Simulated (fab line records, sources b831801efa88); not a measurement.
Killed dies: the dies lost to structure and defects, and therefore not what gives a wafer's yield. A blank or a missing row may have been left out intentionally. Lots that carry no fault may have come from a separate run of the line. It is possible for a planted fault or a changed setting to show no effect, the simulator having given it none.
Which tool did it? / flow sky130 / Sampling: 12 lots, 36 wafers, 5 of 708 route steps

## WHAT EACH GAUGE READ, for each wafer
SKY_VT_ADJUST_LVTN_OVL_MEAS_18. Usual: for VT_ADJUST_LVTN_01_OVL the level is 0.0 nm and the standard deviation is 1.5.
lot=L443; measured=day 8 00:16; on=overlay-02; VT_ADJUST_LVTN_01_OVL (nm)=0.7 -1.0 -1.6; flag=
lot=L444; measured=day 8 07:37; on=overlay-01; VT_ADJUST_LVTN_01_OVL (nm)=-2.4 -1.8 -2.5; flag=
lot=L445; measured=day 8 15:10; on=overlay-01; VT_ADJUST_LVTN_01_OVL (nm)=2.2 1.4 1.8; flag=
lot=L447; measured=day 9 05:11; on=overlay-02; VT_ADJUST_LVTN_01_OVL (nm)=-0.1 1.5 0.4; flag=
lot=L449; measured=day 9 22:52; on=overlay-01; VT_ADJUST_LVTN_01_OVL (nm)=2.9 2.6 2.1; flag=
lot=L450; measured=day 9 23:28; on=overlay-01; VT_ADJUST_LVTN_01_OVL (nm)=1.7 1.5 -0.2; flag=
lot=L460; measured=day 13 00:20; on=overlay-02; VT_ADJUST_LVTN_01_OVL (nm)=1.1 -0.4 -0.2; flag=
lot=L461; measured=day 13 03:57; on=overlay-02; VT_ADJUST_LVTN_01_OVL (nm)=1.3 0.0 -1.6; flag=
lot=L462; measured=day 13 10:39; on=overlay-02; VT_ADJUST_LVTN_01_OVL (nm)=-3.8 -2.2 -2.7; flag=
lot=L463; measured=day 13 20:15; on=overlay-01; VT_ADJUST_LVTN_01_OVL (nm)=-1.1 0.3 -1.8; flag=
lot=L464; measured=day 13 21:10; on=overlay-01; VT_ADJUST_LVTN_01_OVL (nm)=0.0 -2.9 0.1; flag=
lot=L465; measured=day 14 03:11; on=overlay-01; VT_ADJUST_LVTN_01_OVL (nm)=-0.5 -0.4 -0.6; flag=

SKY_VT_ADJUST_NCORE_CD_MEAS_07: target cd 380 nm. Usual: 379.7 nm for cd_nm, sd 2.
lot=L443; measured=day 8 21:46; on=cd_sem-02; cd_nm (nm)=380.9 379.6 383.9; flag=
lot=L444; measured=day 9 05:28; on=cd_sem-02; cd_nm (nm)=378.6 376.7 377.9; flag=
lot=L445; measured=day 9 12:59; on=cd_sem-02; cd_nm (nm)=380.0 376.2 378.5; flag=
lot=L447; measured=day 10 03:55; on=cd_sem-01; cd_nm (nm)=382.7 383.1 383.8; flag=
lot=L449; measured=day 10 22:05; on=cd_sem-01; cd_nm (nm)=383.3 382.3 381.9; flag=
lot=L450; measured=day 10 22:36; on=cd_sem-01; cd_nm (nm)=376.1 367.2 377.0 376.1 366.7 377.1; flag=OFF
lot=L460; measured=day 14 01:44; on=cd_sem-02; cd_nm (nm)=377.1 378.4 378.2; flag=
lot=L461; measured=day 14 04:15; on=cd_sem-02; cd_nm (nm)=377.7 376.4 377.7; flag=
lot=L462; measured=day 14 10:50; on=cd_sem-02; cd_nm (nm)=380.7 382.8 381.1; flag=
lot=L463; measured=day 14 21:59; on=cd_sem-02; cd_nm (nm)=380.9 377.8 381.2; flag=
lot=L464; measured=day 14 22:37; on=cd_sem-01; cd_nm (nm)=380.1 381.5 379.6; flag=
lot=L465; measured=day 15 05:42; on=cd_sem-02; cd_nm (nm)=381.6 380.7 379.1; flag=

SKY_VT_ADJUST_NCORE_TW_MEAS_11. Usual: for VT_ADJUST_NCORE_TW the level is 221.5 and the standard deviation is 1.4.
lot=L443; measured=day 8 22:09; on=film_metro-01; VT_ADJUST_NCORE_TW=220.6 219.9 220.5; flag=
lot=L444; measured=day 9 05:53; on=film_metro-01; VT_ADJUST_NCORE_TW=221.3 222.3 222.4; flag=
lot=L445; measured=day 9 13:23; on=film_metro-04; VT_ADJUST_NCORE_TW=220.8 220.8 221.2; flag=
lot=L447; measured=day 10 04:19; on=film_metro-04; VT_ADJUST_NCORE_TW=221.5 221.4 220.8; flag=
lot=L449; measured=day 10 22:29; on=film_metro-02; VT_ADJUST_NCORE_TW=222.8 222.7 222.9; flag=
lot=L450; measured=day 11 01:14; on=film_metro-01; VT_ADJUST_NCORE_TW=221.2 220.1 220.9; flag=
lot=L460; measured=day 14 02:07; on=film_metro-02; VT_ADJUST_NCORE_TW=222.0 221.3 221.0; flag=
lot=L461; measured=day 14 04:40; on=film_metro-01; VT_ADJUST_NCORE_TW=218.3 218.3 218.4; flag=
lot=L462; measured=day 14 11:14; on=film_metro-04; VT_ADJUST_NCORE_TW=221.9 221.0 220.6; flag=
lot=L463; measured=day 14 22:23; on=film_metro-02; VT_ADJUST_NCORE_TW=221.7 222.1 222.2; flag=
lot=L464; measured=day 14 23:01; on=film_metro-04; VT_ADJUST_NCORE_TW=220.5 220.8 221.8; flag=
lot=L465; measured=day 15 06:06; on=film_metro-04; VT_ADJUST_NCORE_TW=223.2 222.5 221.9; flag=

## TOOL THAT RAN EACH LOT (tool first, then ch and the chambers of the sampled wafers, then the start)
lot=L443; SKY_NWELL_RTA_28=rtp_anneal-02 ch 0, day 5 14:07; SKY_VT_ADJUST_NCORE_EXPOSE_04=iline_stepper-01 ch 0, day 8 11:40
lot=L444; SKY_NWELL_RTA_28=rtp_anneal-01 ch 0, day 5 19:24; SKY_VT_ADJUST_NCORE_EXPOSE_04=iline_stepper-01 ch 0, day 8 18:29
lot=L445; SKY_NWELL_RTA_28=rtp_anneal-01 ch 0, day 6 02:33; SKY_VT_ADJUST_NCORE_EXPOSE_04=iline_stepper-02 ch 0, day 9 02:22
lot=L447; SKY_NWELL_RTA_28=rtp_anneal-02 ch 0, day 6 14:25; SKY_VT_ADJUST_NCORE_EXPOSE_04=iline_stepper-02 ch 0, day 9 16:33
lot=L449; SKY_NWELL_RTA_28=rtp_anneal-01 ch 0, day 7 08:04; SKY_VT_ADJUST_NCORE_EXPOSE_04=iline_stepper-02 ch 0, day 10 10:53
lot=L450; SKY_NWELL_RTA_28=rtp_anneal-02 ch 0, day 7 08:13; SKY_VT_ADJUST_NCORE_EXPOSE_04=iline_stepper-02 ch 0, day 10 11:09
lot=L460; SKY_NWELL_RTA_28=rtp_anneal-01 ch 0, day 10 01:55; SKY_VT_ADJUST_NCORE_EXPOSE_04=iline_stepper-02 ch 0, day 13 14:01
lot=L461; SKY_NWELL_RTA_28=rtp_anneal-02 ch 0, day 10 04:39; SKY_VT_ADJUST_NCORE_EXPOSE_04=iline_stepper-02 ch 0, day 13 16:41
lot=L462; SKY_NWELL_RTA_28=rtp_anneal-01 ch 0, day 10 10:56; SKY_VT_ADJUST_NCORE_EXPOSE_04=iline_stepper-02 ch 0, day 13 22:35
lot=L463; SKY_NWELL_RTA_28=rtp_anneal-02 ch 0, day 10 20:50; SKY_VT_ADJUST_NCORE_EXPOSE_04=iline_stepper-01 ch 0, day 14 09:04
lot=L464; SKY_NWELL_RTA_28=rtp_anneal-01 ch 0, day 10 21:35; SKY_VT_ADJUST_NCORE_EXPOSE_04=iline_stepper-01 ch 0, day 14 09:40
lot=L465; SKY_NWELL_RTA_28=rtp_anneal-01 ch 0, day 11 02:11; SKY_VT_ADJUST_NCORE_EXPOSE_04=iline_stepper-01 ch 0, day 14 16:55
- SKY_NWELL_RTA_28: time 30 s.
- SKY_VT_ADJUST_NCORE_EXPOSE_04: exposes mask LVTN COMPLEMENT THIN, target cd 380 nm.

## WHAT THE TOOLS THEMSELVES READ (means of the sampled wafers that have a number; where no wafer has one, the mark that the record gives instead)
SKY_NWELL_RTA_28. Usual: lamp_power_pct 25.30 %, standard deviation 0.055; wafer_temp_C_max 1054.9, standard deviation 1.
lot=L443; tool=rtp_anneal-02; lamp_power_pct (%)=25.24; wafer_temp_C_max=1055.3; flag=
lot=L444; tool=rtp_anneal-01; lamp_power_pct (%)=25.32; wafer_temp_C_max=1054.9; flag=
lot=L445; tool=rtp_anneal-01; lamp_power_pct (%)=25.33; wafer_temp_C_max=1055.5; flag=
lot=L447; tool=rtp_anneal-02; lamp_power_pct (%)=25.29; wafer_temp_C_max=1054.4; flag=
lot=L449; tool=rtp_anneal-01; lamp_power_pct (%)=25.31; wafer_temp_C_max=1055.1; flag=
lot=L450; tool=rtp_anneal-02; lamp_power_pct (%)=25.36; wafer_temp_C_max=1054.8; flag=
lot=L460; tool=rtp_anneal-01; lamp_power_pct (%)=25.28; wafer_temp_C_max=1055.7; flag=
lot=L461; tool=rtp_anneal-02; lamp_power_pct (%)=25.29; wafer_temp_C_max=1054.7; flag=
lot=L462; tool=rtp_anneal-01; lamp_power_pct (%)=25.29; wafer_temp_C_max=1054.2; flag=
lot=L463; tool=rtp_anneal-02; lamp_power_pct (%)=25.31; wafer_temp_C_max=1054.5; flag=
lot=L464; tool=rtp_anneal-01; lamp_power_pct (%)=25.33; wafer_temp_C_max=1056.3; flag=
lot=L465; tool=rtp_anneal-01; lamp_power_pct (%)=25.29; wafer_temp_C_max=1054.7; flag=

SKY_VT_ADJUST_NCORE_EXPOSE_04. Usual: exposure_dose_mJ_cm2 138.96, standard deviation 0.13; stage_vel_mm_s 499.94 mm/s, standard deviation 0.25.
lot=L443; tool=iline_stepper-01; exposure_dose_mJ_cm2=138.96; stage_vel_mm_s (mm/s)=499.98; flag=
lot=L444; tool=iline_stepper-01; exposure_dose_mJ_cm2=138.93; stage_vel_mm_s (mm/s)=499.75; flag=
lot=L445; tool=iline_stepper-02; exposure_dose_mJ_cm2=138.96; stage_vel_mm_s (mm/s)=499.87; flag=
lot=L447; tool=iline_stepper-02; exposure_dose_mJ_cm2=138.94; stage_vel_mm_s (mm/s)=500.11; flag=
lot=L449; tool=iline_stepper-02; exposure_dose_mJ_cm2=138.96; stage_vel_mm_s (mm/s)=499.94; flag=
lot=L450; tool=iline_stepper-02; exposure_dose_mJ_cm2=138.91; stage_vel_mm_s (mm/s)=499.86; flag=
lot=L460; tool=iline_stepper-02; exposure_dose_mJ_cm2=139.16; stage_vel_mm_s (mm/s)=500.23; flag=
lot=L461; tool=iline_stepper-02; exposure_dose_mJ_cm2=139.09; stage_vel_mm_s (mm/s)=500.13; flag=
lot=L462; tool=iline_stepper-02; exposure_dose_mJ_cm2=138.93; stage_vel_mm_s (mm/s)=500.06; flag=
lot=L463; tool=iline_stepper-01; exposure_dose_mJ_cm2=139.02; stage_vel_mm_s (mm/s)=499.81; flag=
lot=L464; tool=iline_stepper-01; exposure_dose_mJ_cm2=138.95; stage_vel_mm_s (mm/s)=499.81; flag=
lot=L465; tool=iline_stepper-01; exposure_dose_mJ_cm2=138.97; stage_vel_mm_s (mm/s)=500.12; flag=

## THE ANSWER, worked out from the rows above alone
Rule: take the mean of a lot's wafers that have a number; if it is more than 3 standard deviations from the usual mean, the lot is off. A lot without any number at a reading at which 4 lots or more have one is off too. Where the step has rows for the other lots, those lots are counted as sound. The gauges are gone through in route order, then the tools' own readings, and for those a lot's mean is taken as printed above. At the first step where some lot is off, the reading lying furthest off is the one used; lots without a number count as furthest.
Off at SKY_VT_ADJUST_NCORE_CD_MEAS_07 (cd_nm): L450.
If a tool, at a process step before that reading, ran all the lots that are off and no sound lot after the first of them, it fits. Those tools and the gauges at SKY_VT_ADJUST_NCORE_CD_MEAS_07 are tried in the same way. None of those tried fits.

## WHAT HAD BEEN PUT IN BY THE SIMULATOR
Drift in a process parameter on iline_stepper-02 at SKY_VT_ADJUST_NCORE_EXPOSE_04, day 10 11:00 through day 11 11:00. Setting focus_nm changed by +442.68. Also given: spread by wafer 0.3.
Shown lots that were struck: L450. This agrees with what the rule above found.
